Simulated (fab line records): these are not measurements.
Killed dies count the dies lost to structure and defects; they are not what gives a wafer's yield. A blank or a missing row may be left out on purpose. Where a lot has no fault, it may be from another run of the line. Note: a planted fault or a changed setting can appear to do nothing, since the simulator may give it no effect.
Comparing a struck lot with a sound one ; flow gf180mcu ; 20 steps out of a route of 602
Sound: these wafers, L831.2, L831.3, L831.6. Wafers L841.1, L841.2, L841.3 were the ones struck. The cause is given at the end.
Each step with rows lists, per side, the tool, then ch with its chambers, then its first start. Under that, the readings that differ: sound wafers ; struck wafers ; difference of the means ; sigmas: that difference in standard deviations of wafers without a fault.
alike: a reading whose means differ by less than 2 such deviations, as well as words and numbers matching on both sides. not compared: withheld readings; readings where some wafer has no value; bounds like >300 that might hide an equal value; numbers whose values overlap and for which the record gives no deviation.
A row with sigmas, a row that says differs or no value, or rows on one side alone: a step with any of these is where the two part. Numbers that have no deviation but don't overlap get no sigmas and don't part them. A reading that every wafer of one side lacks parts them only if that side has two wafers or more.

first, 1 step without rows for these wafers: GF_DUAL_GATE_WET_ETCH_12 (etches SiO2 in dHF, target depth 13 nm, time 260 s).
GF_DUAL_GATE_STRIP_13: strips in O2/N2.
  sound on plasmaAsher-03 ch 0,1, day 10 14:01; struck on plasmaAsher-04 ch 0,1, day 13 02:06
reading;sound;struck;difference;sigmas
heaterPowerW (W);319 313 304;335 356 356;+37;+2
  alike: drypumpMotorCurrentA, oesProductAu, stripTimeToEndpointS
  not compared: rfHoursCounterH
then, 3 steps without rows for these wafers: GF_DUAL_GATE_CLEAN_14 (cleans in SC1/SC2, time 150 s); GF_DUAL_GATE_OXIDATION_15 (stabilise 600 s, purge 300 s, target thk 7.098 nm); GF_POLY_GATE_CVD_00 (deposits poly-Si, target thk 200 nm, time 1200 s).
GF_POLY_GATE_THK_MEAS_01:
  sound: filmMetro-01 at day 10 18:35; struck: filmMetro-03 at day 13 05:16
  alike: POLY_GATE_CVD_00_THK
then, 6 steps without rows for these wafers: GF_POLY_GATE_DEHYDRATE_02 (time 60 s); GF_POLY_GATE_HMDS_03 (prime time 60 s); GF_POLY_GATE_COAT_04; GF_POLY_GATE_COAT_05 (resist thk 700 nm); GF_POLY_GATE_SOFTBAKE_06 (time 60 s); GF_POLY_GATE_EXPOSE_07 (exposes mask Poly2, target cd 280 nm).
GF_POLY_GATE_PEB_08: peb time 90 s.
  sound on lithoTrack-04 ch 0, day 11 12:00; struck on lithoTrack-04 ch 0, day 14 00:58
reading;sound;struck;difference;sigmas
heaterPowerTotalW (W);85.55 85.67 85.66;83.57 83.45 83.37;-2.16;-27
plateTempC (C);135.19 134.83 134.76;132.24 132.43 132.29;-2.61;-19
then, 1 step without rows for these wafers: GF_POLY_GATE_DEVELOP_09 (develop time 60 s).
GF_POLY_GATE_CD_MEAS_10 targets a cd of 280 nm.
  sound: cdSem-01 at day 11 12:20; struck: cdSem-02 at day 14 01:19
reading;sound;struck;difference;sigmas
cdNm (nm);280.0 279.6 278.9;287.9 287.9 287.9;+8.4;+9
GF_POLY_GATE_OVL_MEAS_11:
  sound: overlay-02 at day 11 12:26; struck: overlay-01 at day 14 01:26
  alike: POLY_GATE_OVL
GF_POLY_GATE_ETCH_12: etches BARC in N2/H2.
  sound on rieDiel-01 ch 0,3, day 11 12:28; struck on rieDiel-01 ch 1,2,3, day 14 01:28
reading;sound;struck;difference;sigmas
model.POLY_GATE.cdNm (nm);279.6 280.1 280;287.2 287.9 288;+7.8;
  alike: drypumpMotorCurrentA, oesProductAu, throttleValvePct
GF_POLY_GATE_ETCH_13: etches poly-Si in HBr/Cl2, stops on SiO2, target depth 198.5 nm, time 69.6 s.
  sound on rieSi-02 ch 0,3, day 11 12:31; struck on rieSi-02 ch 0,2,3, day 14 01:31
reading;sound;struck;difference;sigmas
model.POLY_GATE.cdNm (nm);278.8 281.4 280.9;287.7 287.6 286.6;+6.9;
  alike: HBr_flow_sccm, drypumpMotorCurrentA, heBacksideLeakSccm, oesProductAu, throttleValvePct
  not compared: rfHoursCounterH
GF_POLY_GATE_STRIP_14: strips in O2/N2.
  sound on plasmaAsher-02 ch 0,1, day 11 12:35; struck on plasmaAsher-03 ch 0,1, day 14 01:35
  alike: drypumpMotorCurrentA, heaterPowerW, oesProductAu
  not compared: rfHoursCounterH
GF_PASSIVATION_PROBE_99:
  sound wafers here have rows in the record (prober-01, day 31 07:26); struck ones have none

== WHERE THEY PART ==
Last at GF_PASSIVATION_PROBE_99 as far as this record goes, first at GF_DUAL_GATE_STRIP_13.

WHY: whatever the simulator had introduced
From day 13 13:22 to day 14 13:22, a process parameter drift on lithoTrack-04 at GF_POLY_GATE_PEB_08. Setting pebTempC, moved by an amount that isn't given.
